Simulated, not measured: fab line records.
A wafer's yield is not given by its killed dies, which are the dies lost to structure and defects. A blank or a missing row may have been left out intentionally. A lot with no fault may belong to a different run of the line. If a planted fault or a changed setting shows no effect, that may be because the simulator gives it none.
fab line records -- flow sky130
record: lots: 12, wafers: 36, last_day: 50
route steps=708 shown METAL4@631 VIA4@656 METAL5@664 PASSIVATION@681 PAD_OPEN@708
lots that met no fault: taken from a fault-free run of the same line
start_h: hours from the record's opening day to when the first of the lot's shown wafers began -- wait_h: hours from the lot's prior step to this one -- " as in the row above -- L1.1+2: several wafers, shown together as one row -- - no value, or no start given -- * or withheld: withheld -- < > ~ a bound
route shown NAME@n: names a module that has steps shown in the file, with the first one's number in the route -- usual: mean/standard deviation taken from wafers without a fault -- same: alike in all rows -- chamber/n: place in a boat -- sites: per-site readings -- _std_site: standard deviation of those values -- _edge_site: inner sites' mean taken away from outer sites' mean -- radius_mm: how far each site lies from the wafer's centre -- mask NAME#n: copy n -- behind: tool/chamber where the wafer was last shaped -- hold: why the lot went on hold/how many hours it stayed there/how the hold came to an end -- device: which transistor (n, p or np) failed to switch -- end of line: tests run on the same wafers once the route is complete -- for a step that has no rows: nothing shown but its recipe -- killed: the dies lost at the first sort to structure and to defects; this is not the yield of the wafer -- map: shows each die of a wafer: x if killed, . if not, _ if none is there
set.NAME: the setting the step ran with; set.NAME@STEP: the setting that earlier step ran with -- model.NAME: the simulator's own value behind a step, which no gauge read
one table for each step of the route and one row for each wafer, over a sample of lots
services: the hour from which a tool's chamber was out of use, counted from the record's first day as start_h (under 0 if before that day), plus the number of hours and why
== steps ==
step: SKY_METAL4_DESCUM_15
recipe: chemistry: O2, source_power_w: 150, bias_power_w: 0, pressure_mtorr: 10, temp_c: 40, time_s: 8
usual: drypump_motor_current_A: 5.9/0.6, oes_product_au: 0.998/0.011
lot.wafer,tool,chamber,start_h,wait_h,drypump_motor_current_A,oes_product_au,rf_hours_counter_h
L688.3,rie_metal-03,0,972.40,0.0,6.3,0.998,-
L688.5,rie_metal-03,0,972.40,0.0,6.3,1.010,-
L688.6,rie_metal-03,1,972.40,0.0,5.8,1.024,-
L690.2,rie_metal-01,0,983.39,0.0,5.7,0.992,9
L690.4,rie_metal-01,0,983.39,0.0,5.7,0.992,-
L690.6,rie_metal-01,1,983.39,0.0,5.0,0.997,-
L698.1,rie_metal-02,1,1046.91,0.0,6.5,0.986,8
L698.2,rie_metal-02,0,1046.91,0.0,6.6,0.967,12
L698.4,rie_metal-02,1,1046.91,0.0,6.5,0.989,-
L700.2,rie_metal-02,1,1053.94,0.0,6.6,0.984,8
L700.4,rie_metal-02,1,1053.94,0.0,6.6,0.985,-
L700.5,rie_metal-02,0,1053.94,0.0,6.6,0.992,-
L701.1,rie_metal-01,0,1055.89,0.0,5.8,1.000,13
L701.3,rie_metal-01,1,1055.89,0.0,5.0,0.995,-
L701.5,rie_metal-01,0,1055.89,0.0,5.7,1.000,-
L702.1,rie_metal-01,1,1066.51,0.0,5.0,0.993,12
L702.3,rie_metal-01,0,1066.51,0.0,5.7,1.000,-
L702.4,rie_metal-01,1,1066.51,0.0,5.0,1.005,-
L703.1,rie_metal-03,1,1073.91,0.0,5.8,1.018,13
L703.4,rie_metal-03,1,1073.91,0.0,5.8,1.014,-
L703.5,rie_metal-03,1,1073.91,0.0,5.8,1.000,-
L705.2,rie_metal-01,1,1083.94,0.0,5.0,1.005,13
L705.3,rie_metal-01,1,1083.94,0.0,5.0,0.994,-
L705.4,rie_metal-01,0,1083.94,0.0,5.7,1.016,-
L706.4,rie_metal-01,0,1096.15,0.0,5.7,1.013,-
L706.5,rie_metal-01,0,1096.15,0.0,5.7,1.013,-
L706.6,rie_metal-01,1,1096.15,0.0,5.0,0.998,-
L711.1,rie_metal-02,0,1129.06,0.0,6.6,0.996,19
L711.2,rie_metal-02,1,1129.06,0.0,6.5,0.984,15
L711.4,rie_metal-02,1,1129.06,0.0,6.6,0.972,-
L707.2,rie_metal-01,0,1130.91,0.0,5.7,1.010,18
L707.5,rie_metal-01,0,1130.91,0.0,5.7,1.001,-
L707.6,rie_metal-01,1,1130.91,0.0,5.0,1.000,-
L710.2,rie_metal-03,0,1135.59,0.0,6.3,0.984,1
L710.3,rie_metal-03,1,1135.59,0.0,5.8,1.022,-
L710.4,rie_metal-03,0,1135.59,0.0,6.3,0.978,-
step: SKY_VIA4_SPUTTER_17
recipe: material: TiN, target_thk_nm: 20, chamber_pressure_pa: 5, power_w: 4000, time_s: 80
usual: throttle_valve_pct: 30.3/0.83
lot.wafer,tool,chamber,start_h,wait_h,throttle_valve_pct
L688.3,pvd_sputter-01,-,997.54,0.0,31.0
L688.5,pvd_sputter-01,-,997.54,0.0,30.3
L688.6,pvd_sputter-01,-,997.54,0.0,31.0
L690.2,pvd_sputter-02,-,1007.94,0.0,30.5
L690.4,pvd_sputter-02,-,1007.94,0.0,31.4
L690.6,pvd_sputter-02,-,1007.94,0.0,31.4
L698.1,pvd_sputter-04,-,1070.44,0.0,29.3
L698.2,pvd_sputter-04,-,1070.44,0.0,30.9
L698.4,pvd_sputter-04,-,1070.44,0.0,30.7
L700.2,pvd_sputter-04,-,1077.54,0.0,29.4
L700.4,pvd_sputter-04,-,1077.54,0.0,30.8
L700.5,pvd_sputter-04,-,1077.54,0.0,29.4
L701.1,pvd_sputter-04,-,1079.33,0.0,30.9
L701.3,pvd_sputter-04,-,1079.33,0.0,29.1
L701.5,pvd_sputter-04,-,1079.33,0.0,30.9
L702.1,pvd_sputter-04,-,1089.34,0.0,30.9
L702.3,pvd_sputter-04,-,1089.34,0.0,30.6
L702.4,pvd_sputter-04,-,1089.34,0.0,30.6
L703.1,pvd_sputter-04,-,1097.03,0.0,29.5
L703.4,pvd_sputter-04,-,1097.03,0.0,30.7
L703.5,pvd_sputter-04,-,1097.03,0.0,30.8
L705.2,pvd_sputter-02,-,1105.64,0.0,29.5
L705.3,pvd_sputter-02,-,1105.64,0.0,31.2
L705.4,pvd_sputter-02,-,1105.64,0.0,30.4
L706.4,pvd_sputter-01,-,1118.46,0.0,29.2
L706.5,pvd_sputter-01,-,1118.46,0.0,30.9
L706.6,pvd_sputter-01,-,1118.46,0.0,31.3
L711.1,pvd_sputter-02,-,1148.65,0.0,28.9
L711.2,pvd_sputter-02,-,1148.65,0.0,31.0
L711.4,pvd_sputter-02,-,1148.65,0.0,29.6
L707.2,pvd_sputter-01,-,1151.49,0.0,31.0
L707.5,pvd_sputter-01,-,1151.49,0.0,29.2
L707.6,pvd_sputter-01,-,1151.49,0.0,30.2
L710.2,pvd_sputter-04,-,1155.81,0.0,31.1
L710.3,pvd_sputter-04,-,1155.81,0.0,29.2
L710.4,pvd_sputter-04,-,1155.81,0.0,30.8
step: SKY_METAL5_SPUTTER_03
recipe: material: Ti, target_thk_nm: 5, power_w: 3000, time_s: 3.3, chamber_pressure_pa: 0.3912
usual: throttle_valve_pct: 30.1/0.64
lot.wafer,tool,chamber,start_h,wait_h,throttle_valve_pct
L688.3,pvd_sputter-03,-,998.33,0.0,30.7
L688.5,pvd_sputter-03,-,998.33,0.0,30.7
L688.6,pvd_sputter-03,-,998.33,0.0,30.1
L690.2,pvd_sputter-02,-,1008.73,0.0,29.0
L690.4,pvd_sputter-02,-,1008.73,0.0,31.2
L690.6,pvd_sputter-02,-,1008.73,0.0,31.1
L698.1,pvd_sputter-03,-,1071.23,0.0,29.7
L698.2,pvd_sputter-03,-,1071.23,0.0,30.5
L698.4,pvd_sputter-03,-,1071.23,0.0,30.1
L700.2,pvd_sputter-04,-,1078.34,0.0,29.6
L700.4,pvd_sputter-04,-,1078.34,0.0,31.1
L700.5,pvd_sputter-04,-,1078.34,0.0,30.8
L701.1,pvd_sputter-04,-,1080.13,0.0,30.9
L701.3,pvd_sputter-04,-,1080.13,0.0,30.8
L701.5,pvd_sputter-04,-,1080.13,0.0,29.8
L702.1,pvd_sputter-02,-,1090.13,0.0,31.3
L702.3,pvd_sputter-02,-,1090.13,0.0,30.4
L702.4,pvd_sputter-02,-,1090.13,0.0,29.3
L703.1,pvd_sputter-03,-,1097.82,0.0,30.1
L703.4,pvd_sputter-03,-,1097.82,0.0,30.7
L703.5,pvd_sputter-03,-,1097.82,0.0,30.4
L705.2,pvd_sputter-04,-,1106.46,0.0,30.8
L705.3,pvd_sputter-04,-,1106.46,0.0,31.0
L705.4,pvd_sputter-04,-,1106.46,0.0,29.3
L706.4,pvd_sputter-03,-,1119.23,0.0,30.2
L706.5,pvd_sputter-03,-,1119.23,0.0,29.8
L706.6,pvd_sputter-03,-,1119.23,0.0,30.0
L711.1,pvd_sputter-04,-,1149.44,0.0,30.8
L711.2,pvd_sputter-04,-,1149.44,0.0,29.4
L711.4,pvd_sputter-04,-,1149.44,0.0,30.8
L707.2,pvd_sputter-02,-,1152.28,0.0,30.8
L707.5,pvd_sputter-02,-,1152.28,0.0,29.4
L707.6,pvd_sputter-02,-,1152.28,0.0,31.3
L710.2,pvd_sputter-04,-,1156.65,0.0,30.6
L710.3,pvd_sputter-04,-,1156.65,0.0,30.8
L710.4,pvd_sputter-04,-,1156.65,0.0,29.5
step: SKY_PASSIVATION_CVD_00
recipe: material: SiO2, target_thk_nm: 90, temp_c: 400, time_s: withheld, rf_w: 600
usual: heater_power_w: 646/83
lot.wafer,tool,chamber,start_h,wait_h,heater_power_w
L688.3,pecvd-02,0,1022.06,0.0,520
L688.5,pecvd-02,2,1022.06,0.0,653
L688.6,pecvd-02,0,1022.06,0.0,537
L690.2,pecvd-04,1,1031.63,0.0,512
L690.4,pecvd-04,2,1031.63,0.0,794
L690.6,pecvd-04,0,1031.63,0.0,634
L698.1,pecvd-04,1,1092.22,0.0,620
L698.2,pecvd-04,0,1092.22,0.0,590
L698.4,pecvd-04,1,1092.22,0.0,627
L700.2,pecvd-02,0,1099.39,0.0,645
L700.4,pecvd-02,0,1099.39,0.0,650
L700.5,pecvd-02,1,1099.39,0.0,781
L701.1,pecvd-01,0,1101.22,0.0,608
L701.3,pecvd-01,1,1101.22,0.0,490
L701.5,pecvd-01,0,1101.22,0.0,616
L702.1,pecvd-02,1,1111.22,0.0,805
L702.3,pecvd-02,2,1111.22,0.0,622
L702.4,pecvd-02,1,1111.22,0.0,812
L703.1,pecvd-02,2,1117.99,0.0,679
L703.4,pecvd-02,0,1117.99,0.0,651
L703.5,pecvd-02,2,1117.99,0.0,676
L705.2,pecvd-01,1,1126.52,0.0,576
L705.3,pecvd-01,0,1126.52,0.0,574
L705.4,pecvd-01,1,1126.52,0.0,578
L706.4,pecvd-02,1,1139.33,0.0,809
L706.5,pecvd-02,0,1139.33,0.0,617
L706.6,pecvd-02,2,1139.33,0.0,657
L711.1,pecvd-01,1,1167.10,0.0,573
L711.2,pecvd-01,0,1167.10,0.0,621
L711.4,pecvd-01,2,1167.10,0.0,700
L707.2,pecvd-02,2,1169.69,0.0,586
L707.5,pecvd-02,0,1169.69,0.0,518
L707.6,pecvd-02,1,1169.69,0.0,681
L710.2,pecvd-02,1,1174.32,0.0,751
L710.3,pecvd-02,0,1174.32,0.0,613
L710.4,pecvd-02,0,1174.32,0.0,618
step: SKY_PAD_OPEN_PROBE_99
usual: defect_limited_yield: 82.3/2, killed_at_M0_to_M3: 43/6.8, killed_at_M4_up: 3.2/1.9, killed_at_contacts: 24/5, killed_at_front_end: 16/4.9, killed_at_other: 0.4/0.76, killed_dies: 87/10, killed_on_rim: 17/3.9, killed_open: 47/7.3, killed_short: 39/6.2, sort_bin_3_pad_short: 0.9/0.4, sort_bin_5_function: 10.5/1.5, sort_bin_6_memory: 6.4/1.2, sort_n_pass: 405/10, sort_yield_pct: 82.3/2
same: gross_dies: 492, killed_at_back_side: 0, sort_bin_4_leakage[%]: 0, sort_bin_8_speed[%]: 0
lot.wafer,tool,chamber,start_h,wait_h,defect_limited_yield[%],killed_at_M0_to_M3,killed_at_M4_up,killed_at_contacts,killed_at_front_end,killed_at_other,killed_dies,killed_on_rim,killed_open,killed_short,sort_bin_3_pad_short[%],sort_bin_5_function[%],sort_bin_6_memory[%],sort_n_pass,sort_yield_pct[%]
L688.3,prober-02,-,1068.08,0.2,82.3,38,2,29,17,1,87,18,49,38,1.4,10.0,6.3,405,82.3
L688.5,prober-02,-,1068.18,0.2,78.7,46,3,29,27,0,105,20,64,41,1.2,13.8,6.3,387,78.7
L688.6,prober-02,-,1068.23,0.2,82.7,34,2,33,15,1,85,15,52,33,0.6,8.9,7.7,407,82.7
L690.2,prober-02,-,1077.75,0.1,82.1,44,1,27,16,0,88,12,50,38,0.4,10.8,6.7,404,82.1
L690.4,prober-02,-,1077.85,0.2,82.3,45,5,18,19,0,87,24,44,43,1.6,10.8,5.3,405,82.3
L690.6,prober-02,-,1077.95,0.2,82.7,43,0,23,18,1,85,15,44,41,1.0,11.0,5.3,407,82.7
L698.1,prober-02,-,1134.33,0.1,68.9,53,3,23,15,59,153,24,42,52,3.5,20.3,7.3,339,68.9
L698.2,prober-02,-,1134.38,0.1,82.7,38,2,27,18,0,85,16,41,44,1.6,10.6,5.1,407,82.7
L698.4,prober-02,-,1134.48,0.2,69.1,47,1,26,16,62,152,18,49,41,5.3,18.1,7.5,340,69.1
L700.2,prober-02,-,1141.17,0.1,80.1,49,3,29,13,4,98,15,57,37,1.8,10.0,8.1,394,80.1
L700.4,prober-02,-,1141.27,0.2,81.9,48,4,18,19,0,89,27,50,39,0.8,11.6,5.7,403,81.9
L700.5,prober-02,-,1141.32,0.2,79.7,38,1,37,24,0,100,22,54,45,1.8,11.4,7.1,392,79.7
L701.1,prober-01,-,1142.20,0.1,81.5,49,4,36,2,0,91,17,49,42,0.6,9.8,8.1,401,81.5
L701.3,prober-01,-,1142.30,0.2,83.1,34,4,26,18,1,83,14,39,44,0.6,11.6,4.7,409,83.1
L701.5,prober-01,-,1142.40,0.2,81.3,48,3,27,14,0,92,21,52,40,1.0,10.6,7.1,400,81.3
L702.1,prober-02,-,1151.41,0.1,81.9,40,2,32,15,0,89,12,50,39,1.0,10.2,6.9,403,81.9
L702.3,prober-02,-,1151.51,0.2,81.9,51,6,20,10,2,89,20,43,46,1.0,12.6,4.5,403,81.9
L702.4,prober-02,-,1151.56,0.2,82.1,49,3,21,15,0,88,21,45,43,0.8,11.8,5.3,404,82.1
L703.1,prober-01,-,1157.92,0.1,85.6,42,1,19,9,0,71,12,36,35,0.6,7.9,5.9,421,85.6
L703.4,prober-01,-,1158.07,0.2,85.4,39,3,17,12,1,72,15,42,30,0.2,9.1,5.3,420,85.4
L703.5,prober-01,-,1158.12,0.2,86.6,29,3,23,8,3,66,14,33,33,0.8,7.7,4.9,426,86.6
L705.2,prober-01,-,1165.26,0.1,83.5,33,6,29,13,0,81,21,47,34,0.4,8.9,7.1,411,83.5
L705.3,prober-01,-,1165.31,0.2,82.5,40,1,29,15,1,86,20,48,38,0.8,10.6,6.1,406,82.5
L705.4,prober-01,-,1165.36,0.2,81.3,40,2,23,27,0,92,20,52,39,1.2,11.4,6.1,400,81.3
L706.4,prober-02,-,1176.35,0.2,76.6,60,1,23,31,0,115,24,63,52,0.6,12.4,10.4,377,76.6
L706.5,prober-02,-,1176.40,0.2,83.9,42,5,17,13,2,79,15,48,29,0.6,8.5,6.9,413,83.9
L706.6,prober-02,-,1176.45,0.2,78.5,52,2,26,25,1,106,15,61,44,0.6,10.8,10.2,386,78.5
L711.1,prober-02,-,1201.81,0.1,80.1,48,1,31,18,0,98,19,52,46,0.8,12.0,7.1,394,80.1
L711.2,prober-02,-,1201.86,0.1,84.1,36,1,26,14,1,78,12,44,34,1.2,9.1,5.5,414,84.1
L711.4,prober-02,-,1201.96,0.2,83.3,40,3,23,15,1,82,11,43,39,0.6,11.0,5.1,410,83.3
L707.2,prober-02,-,1204.61,0.1,84.1,40,0,22,16,0,78,21,47,31,1.0,8.3,6.5,414,84.1
L707.5,prober-02,-,1204.76,0.2,81.9,48,5,18,16,2,89,11,52,37,1.0,10.6,6.5,403,81.9
L707.6,prober-02,-,1204.81,0.2,81.9,51,2,24,12,0,89,15,53,36,0.8,10.4,6.9,403,81.9
L710.2,prober-01,-,1208.80,0.1,81.9,42,5,25,16,1,89,17,55,33,0.4,10.8,6.9,403,81.9
L710.3,prober-01,-,1208.85,0.2,80.9,54,1,26,13,0,94,20,51,43,0.6,12.4,6.1,398,80.9
L710.4,prober-01,-,1208.90,0.2,84.1,40,4,22,12,0,78,17,41,37,0.6,9.6,5.7,414,84.1
killed by level:class
L688.3 VIA1:geometric_particle:open=12 CONTACT:geometric_particle:open=9 FIELD_ISO:geometric_particle:open=7 CONTACT:geometric_particle:short=6 LI_CONTACT:geometric_particle:open=5 FIELD_ISO:geometric_particle:short=4 VIA1:geometric_particle:short=4 LI_CONTACT:geometric_particle:short=4
L688.5 VIA1:geometric_particle:open=18 FIELD_ISO:geometric_particle:open=10 LI_CONTACT:geometric_particle:open=9 VIA2:geometric_particle:open=8 CONTACT:geometric_particle:open=7 FIELD_ISO:geometric_particle:short=6 CONTACT:geometric_particle:short=6 LOCAL_INTERCONNECT:geometric_particle:short=4
L688.6 CONTACT:geometric_particle:open=16 LI_CONTACT:geometric_particle:open=7 VIA1:geometric_particle:open=7 VIA1:geometric_particle:short=5 VIA2:geometric_particle:open=5 FIELD_ISO:geometric_particle:short=4 POLY_GATE:geometric_particle:open=4 LI_CONTACT:geometric_particle:short=4
L690.2 LI_CONTACT:geometric_particle:open=11 VIA1:geometric_particle:open=9 VIA2:geometric_particle:open=9 POLY_GATE:geometric_particle:open=5 LI_CONTACT:geometric_particle:short=5 LOCAL_INTERCONNECT:geometric_particle:short=5 METAL2:geometric_particle:short=5 VIA1:geometric_particle:short=5
L690.4 VIA1:geometric_particle:open=12 CONTACT:geometric_particle:open=7 VIA1:geometric_particle:short=7 VIA3:geometric_particle:open=7 METAL1:geometric_particle:short=6 POLY_GATE:geometric_particle:open=5 LI_CONTACT:geometric_particle:open=5 FIELD_ISO:geometric_particle:short=4
L690.6 VIA1:geometric_particle:open=15 POLY_GATE:geometric_particle:short=12 CONTACT:geometric_particle:open=11 LI_CONTACT:geometric_particle:open=5 VIA1:geometric_particle:short=5 VIA2:geometric_particle:open=4 METAL1:geometric_particle:short=4 METAL2:geometric_particle:short=4
L698.1 PASSIVATION:unspecified=59 METAL1:geometric_particle:short=12 VIA2:geometric_particle:open=8 LI_CONTACT:geometric_particle:open=7 VIA1:geometric_particle:open=7 VIA2:geometric_particle:short=6 CONTACT:geometric_particle:open=6 FIELD_ISO:geometric_particle:short=5
L698.2 VIA1:geometric_particle:open=9 LOCAL_INTERCONNECT:geometric_particle:short=8 CONTACT:geometric_particle:open=8 METAL1:geometric_particle:short=8 LI_CONTACT:geometric_particle:open=6 POLY_GATE:geometric_particle:short=6 VIA2:geometric_particle:open=5 POLY_GATE:geometric_particle:open=4
L698.4 PASSIVATION:unspecified=62 VIA1:geometric_particle:open=14 CONTACT:geometric_particle:open=9 LI_CONTACT:geometric_particle:open=7 VIA3:geometric_particle:short=6 CONTACT:geometric_particle:short=5 POLY_GATE:geometric_particle:short=4 METAL3:geometric_particle:short=4
L700.2 CONTACT:geometric_particle:open=15 VIA1:geometric_particle:open=14 VIA3:geometric_particle:open=9 METAL1:geometric_particle:short=6 LI_CONTACT:geometric_particle:open=5 FIELD_ISO:geometric_particle:open=4 LOCAL_INTERCONNECT:geometric_particle:short=4 VIA1:geometric_particle:short=4
L700.4 METAL1:geometric_particle:short=9 VIA2:geometric_particle:open=8 VIA1:geometric_particle:open=7 CONTACT:geometric_particle:open=7 FIELD_ISO:geometric_particle:open=6 POLY_GATE:geometric_particle:open=6 FIELD_ISO:geometric_particle:short=5 LI_CONTACT:geometric_particle:open=5
L700.5 CONTACT:geometric_particle:open=13 CONTACT:geometric_particle:short=9 VIA1:geometric_particle:open=9 POLY_GATE:geometric_particle:short=8 VIA2:geometric_particle:open=7 POLY_GATE:geometric_particle:open=6 METAL1:geometric_particle:short=6 VIA3:geometric_particle:open=6
L701.1 CONTACT:geometric_particle:open=13 VIA1:geometric_particle:open=11 VIA3:geometric_particle:open=9 CONTACT:geometric_particle:short=9 LOCAL_INTERCONNECT:geometric_particle:short=7 METAL1:geometric_particle:short=5 LI_CONTACT:geometric_particle:open=4 METAL2:geometric_particle:open=4
L701.3 LI_CONTACT:geometric_particle:open=8 CONTACT:geometric_particle:open=8 CONTACT:geometric_particle:short=6 VIA2:geometric_particle:open=5 METAL1:geometric_particle:short=5 VIA1:geometric_particle:open=5 FIELD_ISO:geometric_particle:short=4 POLY_GATE:geometric_particle:short=4
L701.5 VIA1:geometric_particle:open=13 CONTACT:geometric_particle:open=12 LI_CONTACT:geometric_particle:open=8 VIA3:geometric_particle:open=8 VIA2:geometric_particle:open=7 VIA1:geometric_particle:short=6 METAL2:geometric_particle:short=6 FIELD_ISO:geometric_particle:short=5
L702.1 VIA1:geometric_particle:open=10 CONTACT:geometric_particle:open=8 LI_CONTACT:geometric_particle:open=7 VIA3:geometric_particle:open=7 LI_CONTACT:geometric_particle:short=6 FIELD_ISO:geometric_particle:short=5 POLY_GATE:geometric_particle:open=5 LOCAL_INTERCONNECT:geometric_particle:short=5
L702.3 VIA1:geometric_particle:open=11 METAL1:geometric_particle:short=8 VIA1:geometric_particle:short=7 LI_CONTACT:geometric_particle:open=6 CONTACT:geometric_particle:open=6 METAL2:geometric_particle:short=6 LOCAL_INTERCONNECT:geometric_particle:short=4 METAL1:geometric_particle:open=4
L702.4 VIA1:geometric_particle:open=9 METAL2:geometric_particle:short=7 CONTACT:geometric_particle:open=7 VIA2:geometric_particle:open=7 VIA1:geometric_particle:short=6 VIA3:geometric_particle:open=5 LI_CONTACT:geometric_particle:open=5 CONTACT:geometric_particle:short=5
L703.1 VIA1:geometric_particle:open=12 LI_CONTACT:geometric_particle:open=6 LI_CONTACT:geometric_particle:short=5 METAL1:geometric_particle:short=5 VIA1:geometric_particle:short=5 VIA2:geometric_particle:short=5 METAL2:geometric_particle:short=4 VIA2:geometric_particle:open=4
L703.4 VIA1:geometric_particle:open=11 LI_CONTACT:geometric_particle:open=6 METAL1:geometric_particle:short=6 POLY_GATE:geometric_particle:open=5 VIA3:geometric_particle:open=5 LOCAL_INTERCONNECT:geometric_particle:short=4 CONTACT:geometric_particle:open=4 VIA2:geometric_particle:open=4
L703.5 LI_CONTACT:geometric_particle:open=9 CONTACT:geometric_particle:open=6 VIA1:geometric_particle:short=6 VIA1:geometric_particle:open=6 METAL2:geometric_particle:short=4 SPACER:geometric_particle:short=3 LI_CONTACT:geometric_particle:short=3 LOCAL_INTERCONNECT:geometric_particle:short=3
L705.2 LI_CONTACT:geometric_particle:open=9 VIA2:geometric_particle:open=8 VIA3:geometric_particle:open=8 CONTACT:geometric_particle:open=7 METAL4:geometric_particle:short=6 LOCAL_INTERCONNECT:geometric_particle:short=5 LI_CONTACT:geometric_particle:short=4 VIA1:geometric_particle:short=4
L705.3 VIA1:geometric_particle:open=12 METAL2:geometric_particle:short=9 LI_CONTACT:geometric_particle:open=7 CONTACT:geometric_particle:open=7 CONTACT:geometric_particle:short=7 METAL3:geometric_particle:short=5 POLY_GATE:geometric_particle:open=4 LOCAL_INTERCONNECT:geometric_particle:short=4
L705.4 LI_CONTACT:geometric_particle:open=8 POLY_GATE:geometric_particle:open=7 CONTACT:geometric_particle:open=7 METAL1:geometric_particle:short=6 VIA1:geometric_particle:open=6 VIA2:geometric_particle:open=6 FIELD_ISO:geometric_particle:open=5 LOCAL_INTERCONNECT:geometric_particle:short=5
L706.4 VIA1:geometric_particle:open=12 CONTACT:geometric_particle:open=12 FIELD_ISO:geometric_particle:short=9 POLY_GATE:geometric_particle:open=9 VIA3:geometric_particle:open=8 VIA1:geometric_particle:short=8 VIA2:geometric_particle:open=7 VIA2:geometric_particle:short=6
L706.5 VIA1:geometric_particle:open=14 CONTACT:geometric_particle:open=10 LI_CONTACT:geometric_particle:open=6 VIA3:geometric_particle:open=5 METAL4:geometric_particle:short=5 POLY_GATE:geometric_particle:open=4 VIA1:geometric_particle:short=4 POLY_GATE:geometric_particle:short=3
L706.6 CONTACT:geometric_particle:open=14 VIA1:geometric_particle:open=11 VIA3:geometric_particle:open=10 FIELD_ISO:geometric_particle:short=8 LI_CONTACT:geometric_particle:open=6 METAL2:geometric_particle:short=6 VIA2:geometric_particle:open=6 VIA3:geometric_particle:short=5
L711.1 VIA1:geometric_particle:open=12 CONTACT:geometric_particle:open=11 CONTACT:geometric_particle:short=9 VIA1:geometric_particle:short=8 LI_CONTACT:geometric_particle:open=7 VIA3:geometric_particle:open=7 POLY_GATE:geometric_particle:short=6 VIA2:geometric_particle:open=5
L711.2 CONTACT:geometric_particle:open=11 LI_CONTACT:geometric_particle:open=9 VIA1:geometric_particle:open=7 METAL3:geometric_particle:short=7 METAL1:geometric_particle:short=6 FIELD_ISO:geometric_particle:open=4 FIELD_ISO:geometric_particle:short=4 VIA2:geometric_particle:open=4
L711.4 LI_CONTACT:geometric_particle:open=11 VIA1:geometric_particle:open=9 POLY_GATE:geometric_particle:short=6 CONTACT:geometric_particle:open=6 VIA2:geometric_particle:open=6 METAL2:geometric_particle:short=5 METAL3:geometric_particle:short=5 METAL1:geometric_particle:short=4
L707.2 VIA1:geometric_particle:open=11 LI_CONTACT:geometric_particle:open=8 METAL1:geometric_particle:short=7 POLY_GATE:geometric_particle:open=6 VIA3:geometric_particle:open=6 CONTACT:geometric_particle:open=5 VIA2:geometric_particle:open=5 LOCAL_INTERCONNECT:geometric_particle:short=4
L707.5 VIA1:geometric_particle:open=13 CONTACT:geometric_particle:open=10 VIA3:geometric_particle:open=8 METAL2:geometric_particle:short=7 POLY_GATE:geometric_particle:short=6 METAL1:geometric_particle:open=5 VIA1:geometric_particle:short=5 VIA2:geometric_particle:open=4
L707.6 VIA1:geometric_particle:open=10 VIA2:geometric_particle:open=9 METAL1:geometric_particle:short=9 LI_CONTACT:geometric_particle:open=8 VIA3:geometric_particle:open=8 CONTACT:geometric_particle:open=7 METAL2:geometric_particle:short=6 CONTACT:geometric_particle:short=5
L710.2 VIA1:geometric_particle:open=15 CONTACT:geometric_particle:short=10 CONTACT:geometric_particle:open=7 VIA3:geometric_particle:open=7 FIELD_ISO:geometric_particle:open=6 POLY_GATE:geometric_particle:open=5 VIA2:geometric_particle:open=5 LI_CONTACT:geometric_particle:open=4
L710.3 CONTACT:geometric_particle:open=16 VIA1:geometric_particle:open=9 METAL1:geometric_particle:short=8 VIA3:geometric_particle:open=8 VIA1:geometric_particle:short=7 METAL2:geometric_particle:short=6 VIA3:geometric_particle:short=5 METAL3:geometric_particle:short=4
L710.4 VIA3:geometric_particle:open=8 LI_CONTACT:geometric_particle:open=6 CONTACT:geometric_particle:open=6 VIA1:geometric_particle:open=6 CONTACT:geometric_particle:short=4 METAL1:geometric_particle:short=4 METAL2:geometric_particle:short=4 VIA2:geometric_particle:short=4
== services ==
tool,chamber,start_h,hours,kind
pecvd-01,2,951.48,10.9,repair
pvd_sputter-01,-,953.83,4.6,repair
pecvd-02,-,959.92,0.8,repair
pecvd-01,-,978.98,2.8,pm
pecvd-04,-,985.49,0.8,repair
pvd_sputter-04,-,988.84,52.3,repair
rie_metal-03,-,1023.00,19.2,repair
pecvd-01,-,1044.72,16.2,repair
rie_metal-03,-,1050.76,0.2,repair
rie_metal-02,-,1053.13,0.3,repair
pecvd-01,-,1062.89,14.6,pm
pvd_sputter-01,-,1067.36,2.2,repair
rie_metal-03,-,1067.54,0.6,repair
pecvd-02,-,1068.39,14.6,pm
rie_metal-01,-,1093.02,2.8,pm
pvd_sputter-04,-,1108.19,9.8,repair
pecvd-02,-,1118.79,4.2,repair
pvd_sputter-02,-,1124.34,0.6,repair
pecvd-01,-,1138.55,2.5,repair
pvd_sputter-04,-,1138.74,2.5,repair
pecvd-02,0,1139.44,4.7,repair
pvd_sputter-03,-,1151.14,3.7,repair
pvd_sputter-01,-,1163.26,13.9,repair
pecvd-02,1,1163.96,5.4,repair
== key ==
first_sign: step: SKY_PAD_OPEN_PROBE_99, reading: killed_at_other, direction: up, sigmas: 60, usual: 0.4, struck: 60.5
effect: step: SKY_PAD_OPEN_PROBE_99, reading: sort_bin_3_pad_short, direction: up, sigmas: 8.8, usual: 0.9, struck: 4.4
met_at SKY_PASSIVATION_CVD_00
struck_lots L698
struck_wafers L698.1,L698.4
not_acting_at SKY_METAL4_DESCUM_15,SKY_VIA4_SPUTTER_17,SKY_METAL5_SPUTTER_03
onset_between 1031.63 1092.22
fault: kind: chamber_particle_source, tool: pecvd-04, chamber: 1, onset_h: 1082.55, steps: SKY_PASSIVATION_CVD_00, rate_per_visit_cm2: 1.5212, end_h: 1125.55
